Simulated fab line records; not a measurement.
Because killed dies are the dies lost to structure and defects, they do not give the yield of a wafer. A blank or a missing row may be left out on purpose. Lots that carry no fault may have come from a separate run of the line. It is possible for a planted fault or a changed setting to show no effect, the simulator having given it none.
Which tool is to blame? + flow gf180mcu + Sampling: 12 lots, 36 wafers, 2 of 602 route steps

== WHAT EACH GAUGE READ, for each wafer ==
GF_M4_OVL_MEAS_15.
| lot  | measured     | on         | M4_OVL (nm) |
|------|--------------|------------|-------------|
| L075 | day 24 00:47 | overlay-01 | -3 -1 1     |
| L077 | day 24 18:50 | overlay-02 | -3 -1 3     |
| L079 | day 25 02:44 | overlay-01 | 6 3 5       |
| L081 | day 25 18:07 | overlay-01 | -9 -1 -7    |
| L083 | day 26 11:08 | overlay-02 | -7 -5 -3    |
| L085 | day 27 03:14 | overlay-01 | 0 -1 2      |
| L087 | day 27 18:19 | overlay-01 | -9 0 -1     |
| L089 | day 28 04:01 | overlay-02 | -5 -6 -6    |
| L091 | day 28 20:02 | overlay-02 | -3 2 0      |
| L093 | day 29 11:11 | overlay-02 | -6 4 -5     |
| L095 | day 29 22:04 | overlay-01 | 0 4 -1      |
| L097 | day 30 16:31 | overlay-01 | 2 0 -1      |

== TOOL THAT RAN EACH LOT (tool first, then ch and the chambers of the sampled wafers, then the start) ==
| lot  | GF_V2_CMP_04                  |
|------|-------------------------------|
| L075 | cmp-01 ch 1,2, day 19 21:34   |
| L077 | cmp-01 ch 1,2,3, day 20 17:27 |
| L079 | cmp-01 ch 0,1,3, day 21 02:00 |
| L081 | cmp-02 ch 0,1,2, day 21 19:21 |
| L083 | cmp-01 ch 0,2,3, day 22 12:38 |
| L085 | cmp-01 ch 1,2, day 23 07:22   |
| L087 | cmp-02 ch 1,2,3, day 24 01:13 |
| L089 | cmp-02 ch 0,2,3, day 24 12:14 |
| L091 | cmp-01 ch 0,2,3, day 25 05:13 |
| L093 | cmp-02 ch 0,1,3, day 25 22:13 |
| L095 | cmp-02 ch 1,2, day 26 10:59   |
| L097 | cmp-01 ch 0,2,3, day 27 07:28 |
- GF_V2_CMP_04: polishes SiO2.

== THE ANSWER, worked out from the rows above alone ==
Rule: what is usual is taken from the lots themselves. The widest of any qualifying gaps counts: lots, ordered by their means at a reading, are off when they make up no more than a third of the lots, leave a main group of 4 or more, and stand apart from it by 3 or more times the standard deviation of that group's means. Not used: any main group whose means are identical at the precision the tables above print for the reading. A lot without any number at a reading at which 4 lots or more have one is off too. Any other lot the step has rows for is counted as sound.
No lot is off on any of the readings shown, so nothing can be concluded from this.

== WHAT THE SIMULATOR HAD INSERTED ==
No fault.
